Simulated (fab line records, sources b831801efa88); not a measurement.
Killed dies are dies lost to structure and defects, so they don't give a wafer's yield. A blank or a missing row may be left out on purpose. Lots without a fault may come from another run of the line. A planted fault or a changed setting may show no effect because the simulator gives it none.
One fault seen from 2 desks | flow sky130 | each desk has only its own numbers; what lay behind them comes last

THE TOOL OWNER'S DESK: implanter-03
The tool's own readings at SKY_LDD_N_IMPLANT_15: means of the sampled wafers that have a number, for each lot that ran on this tool. A lot is out of limits, marked OUT, if its mean lies more than 4 standard deviations from the usual mean; the brackets give that distance.
Columns: A = tilt_deg at SKY_LDD_N_IMPLANT_15, usual 30.002 degrees
lot  | first seen here | A
L944 | day 18 16:12    | 30.021
L952 | day 21 20:55    | -0.007 (-99 or more) OUT
L954 | day 22 03:49    | 0.031 (-99 or more) OUT
This desk's finding: out of limits on L952, L954; first on L952, day 21 20:55 (tilt_deg at SKY_LDD_N_IMPLANT_15). In limits: L944.

THE METROLOGY DESK
What the gauges read, lot by lot, whatever tool the lot ran on: means of the sampled wafers that have a number. A lot is out of limits, marked OUT, if its mean lies more than 4 standard deviations from the usual mean; the brackets give that distance.
Columns: A = LDD_N_OVL at SKY_LDD_N_OVL_MEAS_07, usual 1.8 nm
lot  | first seen here | A
L942 | day 17 21:47    | 1.6
L944 | day 18 15:04    | 1.6
L952 | day 21 19:50    | 0.9
L954 | day 22 02:44    | 1.4
L957 | day 23 07:17    | 1.2
L959 | day 23 22:23    | 1.5
This desk's finding: nothing out of limits on any of the 6 lots.

PUT TOGETHER
The tool owner's desk could have raised an alarm at day 21 20:55, on L952, L954.
The metrology desk saw nothing out of limits.
The metrology desk has L952, L954 on record, within its limits.
Of the lots named, all ran SKY_LDD_N_IMPLANT_15 on implanter-03.

WHAT THE SIMULATOR HAD PUT IN
Process parameter drift: implanter-03, from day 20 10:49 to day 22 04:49, at SKY_LDD_N_IMPLANT_15. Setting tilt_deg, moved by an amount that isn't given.
Lots struck among those shown: L952, L954.
Hours from the fault's start to each desk's first reading out of limits: the tool owner's desk, 34.
